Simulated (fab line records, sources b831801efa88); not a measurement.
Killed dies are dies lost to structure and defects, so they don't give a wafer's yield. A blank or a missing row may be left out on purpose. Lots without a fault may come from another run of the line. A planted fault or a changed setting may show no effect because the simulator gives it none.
A struck lot beside a sound one | flow sky130 | 17 steps out of a route of 708
Sound: wafers L834.3, L834.4, L834.5. Struck: wafers L843.1, L843.3, L843.6. The cause comes at the end.
At each step with rows: each side's tool, then ch and its chambers, then its first start. Under that, the readings that differ: sound wafers | struck wafers | difference of the means | sigmas: that difference in standard deviations of wafers without a fault.
alike: readings whose means differ by less than 2 such deviations, and words and numbers that are the same on both sides. not compared: withheld readings, readings that some wafer has no value for, bounds like >300 that may hide the same value, and numbers for which the record gives no deviation and whose values overlap.
The two part at a step that has a row with sigmas, a row that says differs or no value, or rows on one side only. Numbers that don't overlap but have no deviation are shown without sigmas and don't part them. A reading that every wafer of one side lacks parts them only if that side has two wafers or more.

SKY_POLY_GATE_THK_MEAS_04:
  sound on film_metro-02, day 15 01:00; struck on film_metro-03, day 18 18:50
  alike: POLY_GATE_CVD_03_THK
then, 8 steps without rows for these wafers: SKY_POLY_GATE_DEHYDRATE_05 (time 60 s); SKY_POLY_GATE_HMDS_06 (prime time 60 s); SKY_POLY_GATE_COAT_07 (resist thk 110 nm); SKY_POLY_GATE_COAT_08 (resist thk 450 nm); SKY_POLY_GATE_SOFTBAKE_09 (time 90 s); SKY_POLY_GATE_EXPOSE_10 (exposes mask P1M, target cd 150 nm); SKY_POLY_GATE_PEB_11; SKY_POLY_GATE_DEVELOP_12 (develop time 60 s).
SKY_POLY_GATE_CD_MEAS_13: target cd 150 nm.
  sound on cd_sem-02, day 16 05:16; struck on cd_sem-02, day 20 01:52
  alike: cd_nm
SKY_POLY_GATE_OVL_MEAS_14:
  sound on overlay-02, day 16 05:21; struck on overlay-01, day 20 01:59
  alike: POLY_GATE_OVL
SKY_POLY_GATE_ETCH_15: etches BARC in N2/H2, stops on SiO2, time 118.5 s, target depth 110 nm.
  sound on rie_diel-04 ch 0,2,3, day 16 05:23; struck on rie_diel-01 ch 0,2,3, day 20 02:02
  alike: bias_w, drypump_motor_current_A, n2_flow_sccm, oes_product_au, throttle_valve_pct
  not compared: rf_hours_counter_h
SKY_POLY_GATE_ETCH_16: etches Si3N4 in CH3F/O2, stops on poly-Si, time 147.5 s, target depth 75 nm.
  sound on rie_diel-04 ch 0,2,3, day 16 05:28; struck on rie_diel-01 ch 0,2, day 20 02:07
  reading                                          | sound             | struck               | difference | sigmas
  bias_w (W)                                       | 79.75 80.12 79.83 | 100.38 100.09 100.18 | +20.32     | +75
  model.KrF-thick_of_POLY_GATE_COAT_08.thk_nm (nm) | 231.6 232.6 236.5 | 226.2 228 226.2      | -6.8       |
  model.poly-Si_of_POLY_GATE_CVD_00.thk_nm (nm)    | 178.6 176.6 179   | 175.3 176.5 175.5    | -2.3       |
  alike: drypump_motor_current_A, oes_product_au, throttle_valve_pct
  not compared: rf_hours_counter_h
SKY_POLY_GATE_ETCH_17: etches poly-Si in HBr/Cl2, stops on SiO2, target depth 180 nm, time 70.5 s.
  sound on rie_si-01 ch 1,3, day 16 05:34; struck on rie_si-02 ch 0,2,3, day 20 02:13
  reading                                          | sound           | struck            | difference | sigmas
  model.KrF-thick_of_POLY_GATE_COAT_08.thk_nm (nm) | 139 139.7 143.7 | 132.4 133.4 129.7 | -9.0       |
  alike: bias_w, drypump_motor_current_A, oes_product_au, throttle_valve_pct
  not compared: rf_hours_counter_h
SKY_POLY_GATE_STRIP_18: strips in O2/N2.
  sound on plasma_asher-01 ch 0,1, day 16 05:39; struck on plasma_asher-04 ch 1, day 20 02:16
  reading                      | sound             | struck            | difference | sigmas
  strip_time_to_endpoint_s (s) | 3.145 3.164 3.211 | 3.057 3.094 3.057 | -0.104     | -4
  alike: drypump_motor_current_A, n2_flow_sccm, oes_product_au
  not compared: rf_hours_counter_h
then, 1 step without rows for these wafers: SKY_POLY_GATE_CLEAN_19 (cleans in SC1/SC2, time 150 s).
-- the record jumps here: 28 days lie between the struck wafers' starts before and after (it left off in module POLY_GATE and takes up again in module PAD_OPEN, whose first step shown is number 708 of the route) --
SKY_PAD_OPEN_PROBE_99:
  sound on prober-02, day 45 12:45; struck on prober-01, day 48 05:36
  alike: killed_at_M0_to_M3, killed_at_M4_up, killed_at_contacts, killed_at_front_end, killed_at_other, killed_dies, killed_open, killed_short

WHERE THEY PART
First at SKY_POLY_GATE_ETCH_16; last, within this record, at SKY_POLY_GATE_STRIP_18. Later steps at which nothing parts them and some readings are alike: SKY_PAD_OPEN_PROBE_99.

WHY: what the simulator had put in
Process parameter drift: rie_diel-01, from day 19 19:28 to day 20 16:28, at SKY_POLY_GATE_ETCH_16. Setting bias_w, moved by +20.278, from 80. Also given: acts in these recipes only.
